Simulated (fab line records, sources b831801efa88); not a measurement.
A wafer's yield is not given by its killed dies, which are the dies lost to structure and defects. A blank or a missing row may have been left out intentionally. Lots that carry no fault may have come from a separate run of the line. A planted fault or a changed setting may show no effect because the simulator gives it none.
Which tool was responsible?	flow sky130	30 wafers from 10 lots sampled at 6 of the route's 708 steps

## WHAT EACH GAUGE READ, for each wafer
SKY_PASSIVATION_THK_MEAS_03.
lot	measured	on	PASSIVATION_CVD_02_THK (nm)
L966	day 43 23:22	film metro-01	535 552 537
L967	day 44 07:41	film metro-02	541 544 546
L970	day 45 10:02	film metro-04	550 543 548
L972	day 45 19:50	film metro-01	535 539 457 535 539 457
L974	day 46 13:23	film metro-02	532 529 536
L977	day 47 05:47	film metro-04	546 544 551
L978	day 47 11:37	film metro-01	540 541 551
L979	day 47 13:28	film metro-02	537 536 540
L980	day 47 21:35	film metro-04	539 537 548
L985	day 49 21:04	film metro-04	528 532 549

SKY_PAD_OPEN_BOW_MEAS_13.
lot	measured	on	PAD_OPEN_BOW (um)
L966	day 45 20:31	film metro-03	67 64 66
L967	day 46 03:44	film metro-02	37 50 46
L970	day 47 04:44	film metro-02	46 41 51
L972	day 47 13:20	film metro-03	42 43 35
L974	day 48 07:06	film metro-01	45 41 39
L977	day 48 21:24	film metro-03	40 42 43
L978	day 49 02:45	film metro-03	41 45 49
L979	day 49 05:07	film metro-01	43 38 51
L980	day 49 11:58	film metro-02	42 39 37
L985	day 51 07:34	film metro-02	48 48 43

## WHAT TOOL EACH LOT RAN ON (gives the tool, then ch and the chambers of the sampled wafers, and finally the start)
lot	SKY_VIA3_CMP_24	SKY_METAL4_SPUTTER_04	SKY_PASSIVATION_CVD_02	SKY_PASSIVATION_ETCH_11
L966	cmp-02 ch 0,1, day 39 19:28	pvd sputter-01, day 39 19:49	pecvd-04 ch 0,1, day 43 23:08	rie diel-02 ch 0,1,2, day 44 21:19
L967	cmp-02 ch 0,1,3, day 40 05:02	pvd sputter-04, day 40 05:26	pecvd-03 ch 0,2, day 44 07:27	rie diel-02 ch 0,1,2, day 45 04:22
L970	cmp-01 ch 1,2,3, day 41 10:25	pvd sputter-01, day 41 10:50	pecvd-03 ch 0,1, day 45 09:49	rie diel-04 ch 0,1,3, day 46 06:49
L972	cmp-01 ch 0,2,3, day 41 21:59	pvd sputter-01, day 41 22:23	pecvd-03 ch 0,1,2, day 45 19:37	rie diel-03 ch 0,1,2, day 46 16:02
L974	cmp-02 ch 1,3, day 42 17:36	pvd sputter-03, day 42 17:57	pecvd-04 ch 0,1, day 46 13:10	rie diel-04 ch 1,2, day 47 09:14
L977	cmp-02 ch 1,2, day 43 11:00	pvd sputter-03, day 43 11:24	pecvd-04 ch 0,1,2, day 47 05:34	rie diel-02 ch 0,2, day 48 00:28
L978	cmp-01 ch 0,1,3, day 43 19:41	pvd sputter-04, day 43 19:56	pecvd-03 ch 0,1, day 47 11:22	rie diel-02 ch 0,3, day 48 06:23
L979	cmp-02 ch 0,3, day 43 21:02	pvd sputter-01, day 43 21:26	pecvd-03 ch 0,1, day 47 13:07	rie diel-02 ch 1,3, day 48 08:37
L980	cmp-01 ch 0,1,3, day 44 08:06	pvd sputter-03, day 44 08:30	pecvd-02 ch 0,1,2, day 47 21:22	rie diel-02 ch 0,2, day 48 16:07
L985	cmp-01 ch 1,2,3, day 46 13:55	pvd sputter-04, day 46 14:13	pecvd-04 ch 1,2, day 49 20:51	rie diel-04 ch 1,2, day 50 13:01
- SKY_VIA3_CMP_24: polishes, stops on SiO2, t overpolish 20 s, target thk 0 nm.
- SKY_METAL4_SPUTTER_04: material TiN, target thk 70 nm, time 58.3 s.
- SKY_PASSIVATION_CVD_02: deposits Si3N4, target thk 540 nm.
- SKY_PASSIVATION_ETCH_11: etches the open film in CF4/O2, stops on AlCu, target depth 725 nm, time 161.1 s.

## WHAT THE TOOLS THEMSELVES READ (means of the sampled wafers that have a number; where no wafer has one, the mark that the record gives instead)
SKY_VIA3_CMP_24.
lot	tool	motor current A (A)	overpolish run s (s)	time to endpoint s (s)
L966	cmp-02	10.2	20.005	95
L967	cmp-02	10.7	19.992	93
L970	cmp-01	11.2	19.994	97
L972	cmp-01	11.2	19.994	96
L974	cmp-02	11.0	19.993	94
L977	cmp-02	12.5	19.989	96
L978	cmp-01	12.0	20.006	96
L979	cmp-02	10.8	19.999	100
L980	cmp-01	12.0	20.003	97
L985	cmp-01	11.0	20.004	98

SKY_METAL4_SPUTTER_04.
lot	tool	chamber pressure pa (Pa)	throttle valve pct (%)
L966	pvd sputter-01	0.4004	31.0
L967	pvd sputter-04	0.3994	30.9
L970	pvd sputter-01	0.3998	30.7
L972	pvd sputter-01	0.3999	30.8
L974	pvd sputter-03	0.3992	29.9
L977	pvd sputter-03	0.3995	31.6
L978	pvd sputter-04	0.3997	30.9
L979	pvd sputter-01	0.3995	30.6
L980	pvd sputter-03	0.4001	29.6
L985	pvd sputter-04	0.4001	31.3

SKY_PASSIVATION_CVD_02.
lot	tool	heater power w (W)	rf fwd power W (W)
L966	pecvd-04	747	449.0
L967	pecvd-03	833	448.0
L970	pecvd-03	826	448.8
L972	pecvd-03	799	388.5
L974	pecvd-04	734	447.9
L977	pecvd-04	780	449.6
L978	pecvd-03	818	446.5
L979	pecvd-03	731	449.0
L980	pecvd-02	668	448.9
L985	pecvd-04	789	449.8

SKY_PASSIVATION_ETCH_11.
lot	tool	O2_flow_sccm (sccm)	bias w (W)	drypump motor current A (A)	oes product au (a.u.)	throttle valve pct (%)
L966	rie diel-02	9.966	150.3	5.4	0.980	5.973
L967	rie diel-02	9.995	150.0	5.4	0.982	5.971
L970	rie diel-04	10.023	149.9	5.2	0.982	5.959
L972	rie diel-03	9.993	149.7	5.7	0.951	5.957
L974	rie diel-04	9.982	150.3	5.5	0.970	5.959
L977	rie diel-02	10.004	149.9	5.3	0.985	5.971
L978	rie diel-02	9.994	150.0	5.7	0.981	5.951
L979	rie diel-02	9.992	150.2	5.6	0.980	5.958
L980	rie diel-02	9.988	150.0	5.4	0.982	5.969
L985	rie diel-04	10.018	150.1	5.2	0.977	5.976

## THE ANSWER, worked out from the rows above alone
Rule: usual is defined by the lots themselves. Put in order of their means at a reading, lots are off if they are a third of the lots or fewer, leave a main group of 4 or more, and stand apart from it by a gap of 3 or more times the standard deviation of the main group's means; of several such gaps the widest counts. If all means in a main group match to the digits the tables above print for the reading, that group is not used. A lot without any number at a reading at which 4 lots or more have one is off too. Any other lot the step has rows for is counted as sound. Order of review: gauges by route order, followed by the tools' own readings, for which a lot's mean as printed above is used. The first step at which some lot is off is used, and at that step the reading that is off furthest; a lot without a number counts as furthest.
Off: L972, seen at SKY_PASSIVATION_THK_MEAS_03 (PASSIVATION_CVD_02_THK). For the main group the mean is 541 nm and the standard deviation 4.7.
If a tool, at a process step before that reading, ran all the lots that are off and no sound lot after the first of them, it fits. The gauges at SKY_PASSIVATION_THK_MEAS_03 aren't tried: what is off there is off at SKY_PASSIVATION_CVD_02 too, on other tools, and a gauge's error can't cause that. Not one of the candidates tried fits.

## WHAT WAS PUT IN BY THE SIMULATOR
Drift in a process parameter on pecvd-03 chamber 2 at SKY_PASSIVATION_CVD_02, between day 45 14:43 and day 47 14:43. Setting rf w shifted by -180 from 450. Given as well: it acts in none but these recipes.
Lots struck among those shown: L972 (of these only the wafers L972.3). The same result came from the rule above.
